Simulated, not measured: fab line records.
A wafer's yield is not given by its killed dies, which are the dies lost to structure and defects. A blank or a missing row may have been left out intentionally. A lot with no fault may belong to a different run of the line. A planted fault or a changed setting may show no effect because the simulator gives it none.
Struck lot and sound lot, side by side :: flow gf180mcu :: 44 out of 602 route steps
Sound: these wafers, L227.3, L227.4, L227.6. Wafers struck: L234.1, L234.2, L234.6. Last of all comes the cause.
For every step that has rows: the tool of each side, followed by ch and its chambers, followed by its first start. Under that, the readings that differ: sound wafers :: struck wafers :: difference of the means :: sigmas: that difference in standard deviations of wafers without a fault.
alike: a reading whose means differ by less than 2 such deviations, as well as words and numbers matching on both sides. not compared: withheld readings; readings where some wafer has no value; bounds like >300 that might hide an equal value; numbers whose values overlap and for which the record gives no deviation.
The two part at a step that has a row with sigmas, a row that says differs or no value, or rows on one side only. Numbers that have no deviation but don't overlap get no sigmas and don't part them. A reading missing from all wafers of one side parts the sides only when that side holds two or more wafers.

first, 2 steps without rows for these wafers: GF_CONTACT_PEB_12 (peb time 90 s); GF_CONTACT_DEVELOP_13 (develop time 60 s).
GF_CONTACT_CD_MEAS_14: target cd 220 nm.
  sound: cd_sem-02 at day 16 02:17; struck: cd_sem-01 at day 18 23:39
  alike: cd_nm
GF_CONTACT_OVL_MEAS_15:
  sound: overlay-02 at day 16 02:22; struck: overlay-01 at day 18 23:46
  alike: CONTACT_OVL
then, 1 step without rows for these wafers: GF_CONTACT_ETCH_16 (etches BARC in N2/H2).
GF_CONTACT_ETCH_17: etches SiO2 in C4F8/O2/Ar, stops on CoSi2, target depth 860 nm.
  sound on rie_diel-03 ch 0,1,3; struck on rie_diel-02 ch 1,2,3
  alike: oes_product_au
GF_CONTACT_STRIP_18: strips in O2/N2.
  sound on plasma_asher-04 ch 0,1, day 16 02:35; struck on plasma_asher-03 ch 0,1, day 18 23:58
  alike: drypump_motor_current_A, heater_power_w, oes_product_au
  not compared: rf_hours_counter_h
then, 4 steps without rows for these wafers: GF_CONTACT_CLEAN_19 (cleans in SPM); GF_CONTACT_CLEAN_20 (cleans in DIW); GF_CONTACT_CLEAN_21 (cleans in dHF, time 20 s); GF_CONTACT_SPUTTER_22 (material Ti, target thk 15 nm, time 80.02 s).
GF_CONTACT_SPUTTER_23: material TiN, target thk 10 nm, time 40 s.
  sound: pvd_sputter-03 at day 16 03:02; struck: pvd_sputter-03 at day 19 00:20
  alike: throttle_valve_pct
GF_CONTACT_CVD_24: deposits W, target thk 300 nm, time 90.339 s.
  sound on cvd_w-02 ch 0,1, day 16 03:06; struck on cvd_w-02 ch 0,1, day 19 00:22
reading: model.W_of_CONTACT_CVD_24.thk_nm (nm)
sound: 302.1 309 304.5
struck: 428.5 430.1 428.3
difference: +123.8
sigmas: 
  alike: heater_power_w, susceptor_temp_C
  not compared: since_wet_clean_h
GF_CONTACT_RS_MEAS_25: measurement is done with a four-point probe.
  sound: film_metro-03 at day 16 03:12; struck: film_metro-01 at day 19 00:28
reading: CONTACT_W_RS (ohm/sq)
sound: 0.380 0.372 0.377
struck: 0.267 0.266 0.267
difference: -0.110
sigmas: -24
GF_CONTACT_THK_MEAS_26: measures by xrf.
  sound: film_metro-03 at day 16 03:18; struck: film_metro-01 at day 19 00:35
reading: CONTACT_W_THK (nm)
sound: 301 306 303
struck: 422 427 425
difference: +121
sigmas: +28
GF_CONTACT_CMP_27: polishes, stops on SiO2, t overpolish 15 s, target thk 0 nm.
  sound on cmp-01 ch 1,3, day 16 03:23; struck on cmp-02 ch 2,3, day 19 00:38
reading: time_to_endpoint_s (s)
sound: 76 76 79
struck: 97 108 99
difference: +24
sigmas: +5
  alike: motor_current_A
GF_M1_SPUTTER_00: material Ti, target thk 37.5 nm, time 150 s.
  sound: pvd_sputter-02 at day 16 03:38; struck: pvd_sputter-02 at day 19 00:56
  alike: throttle_valve_pct
then, 1 step without rows for these wafers: GF_M1_SPUTTER_01 (material TiN, target thk 30 nm, time 25 s).
GF_M1_SPUTTER_02: material AlCu, target thk 450 nm, time 23.9 s.
  sound: pvd_sputter-02 at day 16 03:46; struck: pvd_sputter-02 at day 19 01:05
  alike: throttle_valve_pct
then, 2 steps without rows for these wafers: GF_M1_SPUTTER_03 (material Ti, target thk 10 nm, time 6.7 s); GF_M1_SPUTTER_04 (material TiN, target thk 50 nm, time 41.7 s).
GF_M1_RS_MEAS_05: measurement is done with a four-point probe.
  sound: film_metro-02 at day 16 03:54; struck: film_metro-02 at day 19 01:10
  alike: M1_ALCU_RS
GF_M1_THK_MEAS_06: measures by xrf.
  sound: film_metro-02 at day 16 04:00; struck: film_metro-02 at day 19 01:17
  alike: M1_ALCU_THK
then, 7 steps without rows for these wafers: GF_M1_DEHYDRATE_07 (time 60 s); GF_M1_HMDS_08 (prime time 60 s); GF_M1_COAT_09 (resist thk 1000 nm); GF_M1_SOFTBAKE_10 (time 60 s); GF_M1_EXPOSE_11 (exposes mask Metal1, target cd 230 nm); GF_M1_PEB_12 (peb time 90 s); GF_M1_DEVELOP_13 (develop time 60 s).
GF_M1_CD_MEAS_14: target cd 230 nm.
  sound: cd_sem-01 at day 17 02:38; struck: cd_sem-02 at day 20 01:29
  alike: cd_nm
GF_M1_OVL_MEAS_15:
  sound: overlay-01 at day 17 02:44; struck: overlay-01 at day 20 01:37
  alike: M1_OVL
then, 5 steps without rows for these wafers: GF_M1_METAL_ETCH_16 (etches the open film in Cl2/BCl3, stops on SiO2, target depth 750.8 nm, time 125.1 s); GF_M1_STRIP_17 (strips in O2/N2); GF_M1_STRIP_18 (strips in post etch residue remover, time 1200 s); GF_M1_CLEAN_19 (cleans in DIW); GF_V1_CVD_00 (deposits SiO2, target thk 600 nm, time 100 s).
GF_V1_THK_MEAS_01:
  sound: film_metro-01 at day 17 03:31; struck: film_metro-02 at day 20 02:23
  alike: V1_CVD_00_THK
then, 1 step without rows for these wafers: GF_V1_CVD_02 (deposits SiO2 from TEOS, target thk 850 nm, time 94.851 s).
GF_V1_THK_MEAS_03:
  sound: film_metro-02 at day 17 03:38; struck: film_metro-04 at day 20 02:31
  alike: V1_CVD_02_THK
then, 1 step without rows for these wafers: GF_V1_CMP_04 (polishes SiO2).
GF_V1_BOW_MEAS_05:
  sound: film_metro-02 at day 17 04:01; struck: film_metro-04 at day 20 02:52
  alike: V1_BOW
-- the record jumps here: 9 days lie between the struck wafers' starts before and after (it left off in module V1 and takes up again in module M5, whose first step shown is number 535 of the route) --
GF_M5_ETCH_09: etches Si3N4 in CF4/O2, target depth 52 nm, time 11.6 s.
  sound on rie_diel-04 ch 0,2,3, day 26 07:29; struck on rie_diel-02 ch 0,1, day 28 21:11
reading: model.M5.cd_nm (nm)
sound: 281.9 282.7 283.9
struck: 278.4 280.1 280.3
difference: -3.2
sigmas: 
  alike: drypump_motor_current_A, oes_product_au, throttle_valve_pct
  not compared: rf_hours_counter_h
-- the record jumps here: 3 days lie between the struck wafers' starts before and after (it left off in module M5 and takes up again in module PASSIVATION, whose first step shown is number 602 of the route) --
GF_PASSIVATION_PROBE_99:
  the record has rows for the struck wafers here (prober-01, day 31 10:44) and none for the sound ones

WHERE THEY PART
First at GF_CONTACT_RS_MEAS_25; last, within this record, at GF_PASSIVATION_PROBE_99.

WHY: what had been put in by the simulator
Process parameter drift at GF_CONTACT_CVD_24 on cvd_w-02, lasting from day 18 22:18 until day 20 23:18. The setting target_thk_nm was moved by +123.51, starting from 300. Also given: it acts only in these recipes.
